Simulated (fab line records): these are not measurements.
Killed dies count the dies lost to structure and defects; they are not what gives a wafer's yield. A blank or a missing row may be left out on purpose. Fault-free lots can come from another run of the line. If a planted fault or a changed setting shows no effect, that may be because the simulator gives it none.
Matching of chambers -- flow gf180mcu -- cmp-02 running GF_V4_CMP_04: 4 sister chambers
The step polishes SiO2. 18 wafers are shown with their chamber, then 9 later ones without.

EACH WAFER AND ITS CHAMBER
wafer,chamber,motor-current-A (A),time-to-endpoint-s (s),edge-zone-pressure-frac
L627.2,2,11.4,73,0.999
L627.4,1,13.4,90,0.994
L627.6,0,12.8,87,0.998
L631.2,2,11.4,75,1.005
L631.3,3,13.1,75,1.006
L631.5,0,13.4,89,1.000
L634.1,0,13.3,83,0.997
L634.4,1,13.0,87,1.013
L634.6,3,12.2,80,1.000
L636.1,0,12.9,78,1.006
L636.3,3,12.3,73,1.000
L636.6,3,11.9,81,1.005
L637.1,0,13.4,76,0.995
L637.2,1,13.8,73,0.989
L637.3,3,12.6,73,1.012
L640.2,1,14.1,78,0.999
L640.3,0,13.4,81,0.994
L640.6,2,11.0,75,1.003

SIGNATURES (means of the wafers above)
reading,chamber 0,chamber 1,chamber 2,chamber 3,scatter within a chamber
motor-current-A,13.200,13.575,11.267,12.420,0.378
time-to-endpoint-s,82.33,82.00,74.33,76.40,5.18
edge-zone-pressure-frac,0.99833,0.99875,1.00233,1.00460,0.00616
Rule: for each reading, subtract the chamber's mean from the wafer's reading, divide by that reading's scatter and square the result; add these up over the readings and take the root, which gives the wafer's distance from the chamber. If the next closest chamber is less than 2 further off than the closest, the wafer can't be placed; otherwise it belongs to the closest. The scatter: the root of (the sum of the squares of (reading less its chamber's mean) over the shown wafers, divided by (wafers less chambers)).

WAFERS WITH NO CHAMBER GIVEN
wafer,motor-current-A (A),time-to-endpoint-s (s),edge-zone-pressure-frac
L648.3,14.0,90,0.994
L648.5,13.5,91,0.996
L648.6,13.3,84,1.000
L649.1,13.5,74,0.995
L649.3,12.6,83,1.003
L649.6,12.8,84,1.002
L650.1,11.4,77,0.990
L650.2,12.8,81,0.997
L650.4,12.1,91,0.997

EACH ONE'S CHAMBER
wafer,from the rows above,in truth
L648.3,can't be placed: 1 or 0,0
L648.5,can't be placed: 1 or 0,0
L648.6,can't be placed: 0 or 1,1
L649.1,can't be placed: 1 or 0 or 3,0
L649.3,can't be placed: 3 or 0 or 1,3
L649.6,can't be placed: 0 or 3 or 1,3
L650.1,can't be placed: 2 or 3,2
L650.2,can't be placed: 0 or 3 or 1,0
L650.4,can't be placed: 3 or 0 or 2 or 1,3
Placed correctly: 0 of 9. Cannot be placed on the basis of these rows: 9; the candidates contain the true chamber in 9. Wrongly placed: 0.
